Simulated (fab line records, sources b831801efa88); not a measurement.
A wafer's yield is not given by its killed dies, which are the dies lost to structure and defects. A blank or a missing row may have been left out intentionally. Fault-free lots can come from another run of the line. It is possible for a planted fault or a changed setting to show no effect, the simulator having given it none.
The tool behind it: which one? ; flow gf180mcu ; Sampling: 12 lots, 36 wafers, 5 of 602 route steps

== WHAT EACH GAUGE READ, for each wafer ==
GF_VT_IMPLANT_TW_MEAS_32.
lot;measured;on;VT_IMPLANT_3_TW
L587;day 6 19:40;film_metro-02;258 259 260
L588;day 7 07:11;film_metro-02;264 264 263
L590;day 7 16:35;film_metro-01;268 268 267
L591;day 8 00:10;film_metro-02;264 264 264
L593;day 8 12:55;film_metro-04;271 270 269
L594;day 8 19:56;film_metro-02;262 263 264
L595;day 9 02:01;film_metro-02;262 263 264
L602;day 11 01:34;film_metro-02;263 265 264
L605;day 12 04:02;film_metro-02;264 264 263
L606;day 12 05:45;film_metro-02;264 263 263
L608;day 12 19:35;film_metro-02;262 263 264
L610;day 13 11:58;film_metro-04;270 272 271

GF_POLY_GATE_THK_MEAS_01.
lot;measured;on;POLY_GATE_CVD_00_THK (nm)
L587;day 8 11:04;film_metro-01;197.8 200.0 202.1
L588;day 8 21:09;film_metro-02;199.7 200.6 198.3
L590;day 9 08:22;film_metro-01;199.6 198.8 199.6
L591;day 9 16:26;film_metro-02;198.4 197.7 197.9
L593;day 10 05:05;film_metro-01;194.5 197.7 196.2
L594;day 10 13:24;film_metro-02;199.8 200.6 200.1
L595;day 10 21:29;film_metro-01;197.7 199.1 197.9
L602;day 12 22:15;film_metro-01;198.9 197.8 198.7
L605;day 14 02:54;film_metro-01;199.6 199.9 199.5
L606;day 14 09:22;film_metro-03;201.7 199.4 198.5
L608;day 14 18:09;film_metro-01;199.8 199.0 197.8
L610;day 15 12:57;film_metro-01;199.6 199.4 200.4

== WHAT TOOL EACH LOT RAN ON (gives the tool, then ch and the chambers of the sampled wafers, and finally the start) ==
lot;GF_VT_IMPLANT_COAT_35;GF_VT_IMPLANT_STRIP_42;GF_DUAL_GATE_STRIP_13
L587;litho_track-04 ch 0, day 7 03:46;plasma_asher-01 ch 0,1, day 7 11:17;plasma_asher-01 ch 0,1, day 8 07:04
L588;litho_track-01 ch 0, day 7 14:30;plasma_asher-01 ch 0,1, day 7 22:57;plasma_asher-01 ch 0,1, day 8 18:05
L590;litho_track-03 ch 0, day 8 00:37;plasma_asher-04 ch 0,1, day 8 09:13;plasma_asher-04 ch 0,1, day 9 05:03
L591;litho_track-03 ch 0, day 8 07:58;plasma_asher-01 ch 0,1, day 8 17:16;plasma_asher-04 ch 1, day 9 13:13
L593;litho_track-01 ch 0, day 8 21:12;plasma_asher-01 ch 0,1, day 9 05:51;plasma_asher-02 ch 0, day 10 02:02
L594;litho_track-03 ch 0, day 9 04:28;plasma_asher-03 ch 0,1, day 9 13:32;plasma_asher-02 ch 0,1, day 10 09:29
L595;litho_track-01 ch 0, day 9 10:22;plasma_asher-03 ch 0,1, day 9 19:23;plasma_asher-02 ch 0,1, day 10 16:33
L602;litho_track-01 ch 0, day 11 10:21;plasma_asher-04 ch 0,1, day 11 20:31;plasma_asher-01 ch 0,1, day 12 18:31
L605;litho_track-01 ch 0, day 12 13:36;plasma_asher-04 ch 0,1, day 12 23:56;plasma_asher-02 ch 0,1, day 13 23:02
L606;litho_track-03 ch 0, day 12 15:37;plasma_asher-03 ch 0,1, day 13 01:49;plasma_asher-04 ch 0,1, day 14 03:35
L608;litho_track-04 ch 0, day 13 04:50;plasma_asher-01 ch 0,1, day 13 15:29;plasma_asher-01 ch 0,1, day 14 14:20
L610;litho_track-04 ch 0, day 13 22:08;plasma_asher-01 ch 0,1, day 14 09:10;plasma_asher-02 ch 0,1, day 15 09:02
- GF_VT_IMPLANT_COAT_35: resist thk 1000 nm.
- GF_VT_IMPLANT_STRIP_42: strips in O2/N2.
- GF_DUAL_GATE_STRIP_13: strips in O2/N2.

== AS READ BY THE TOOLS THEMSELVES (means over the sampled wafers that have a number; for cases with no such wafer, the mark the record gives instead) ==
GF_VT_IMPLANT_COAT_35.
lot;tool;spin_speed_rpm (rpm)
L587;litho_track-04;2999.5
L588;litho_track-01;3001.5
L590;litho_track-03;2997.8
L591;litho_track-03;2998.3
L593;litho_track-01;3002.9
L594;litho_track-03;2999.2
L595;litho_track-01;2998.2
L602;litho_track-01;3001.1
L605;litho_track-01;2999.3
L606;litho_track-03;3002.6
L608;litho_track-04;3000.3
L610;litho_track-04;3001.3

GF_VT_IMPLANT_STRIP_42.
lot;tool;drypump_motor_current_A (A);heater_power_w (W);oes_product_au (a.u.);platen_temp_c (C);strip_time_to_endpoint_s (s)
L587;plasma_asher-01;5.6;353;0.719;250.20;12.62
L588;plasma_asher-01;6.0;345;0.717;249.84;12.67
L590;plasma_asher-04;5.9;341;0.714;250.00;12.62
L591;plasma_asher-01;6.0;347;0.711;250.12;12.61
L593;plasma_asher-01;6.0;351;0.715;249.95;12.66
L594;plasma_asher-03;5.4;336;0.714;250.37;12.62
L595;plasma_asher-03;5.4;328;0.714;250.24;12.66
L602;plasma_asher-04;6.2;363;0.717;250.04;12.66
L605;plasma_asher-04;6.2;360;0.716;249.83;12.57
L606;plasma_asher-03;5.4;330;0.715;250.06;12.63
L608;plasma_asher-01;5.6;349;0.719;250.20;12.65
L610;plasma_asher-01;5.6;342;0.716;249.85;12.64

GF_DUAL_GATE_STRIP_13.
lot;tool;drypump_motor_current_A (A);heater_power_w (W);oes_product_au (a.u.);platen_temp_c (C);strip_time_to_endpoint_s (s)
L587;plasma_asher-01;5.6;343;0.712;250.05;12.59
L588;plasma_asher-01;6.0;342;0.715;249.78;12.68
L590;plasma_asher-04;6.2;361;0.716;250.06;12.67
L591;plasma_asher-04;6.5;382;0.717;249.97;12.60
L593;plasma_asher-02;6.3;318;0.718;250.20;12.61
L594;plasma_asher-02;5.9;303;0.717;250.08;12.64
L595;plasma_asher-02;5.9;307;0.712;250.07;12.67
L602;plasma_asher-01;5.6;344;0.717;250.13;12.67
L605;plasma_asher-02;5.9;297;0.713;250.00;12.59
L606;plasma_asher-04;5.9;342;0.713;249.88;12.64
L608;plasma_asher-01;6.0;347;0.710;250.01;12.63
L610;plasma_asher-02;5.9;306;0.714;249.96;12.63

== THE ANSWER, worked out from the rows above alone ==
Rule: the usual values come from the lots themselves. Put in order of their means at a reading, lots are off if they are a third of the lots or fewer, leave a main group of 4 or more, and stand apart from it by a gap of 3 or more times the standard deviation of the main group's means; of several such gaps the widest counts. If all means in a main group match to the digits the tables above print for the reading, that group is not used. Also off: a lot with no number at a reading for which 4 or more lots have one. The other lots that the step has rows for count as sound. The gauges are gone through in route order, then the tools' own readings, and for those a lot's mean is taken as printed above. At the first step where some lot is off, the reading lying furthest off is the one used; lots without a number count as furthest.
Across all readings shown, no lot is off: no conclusion can be drawn from this.

== WHAT THE SIMULATOR HAD PUT IN ==
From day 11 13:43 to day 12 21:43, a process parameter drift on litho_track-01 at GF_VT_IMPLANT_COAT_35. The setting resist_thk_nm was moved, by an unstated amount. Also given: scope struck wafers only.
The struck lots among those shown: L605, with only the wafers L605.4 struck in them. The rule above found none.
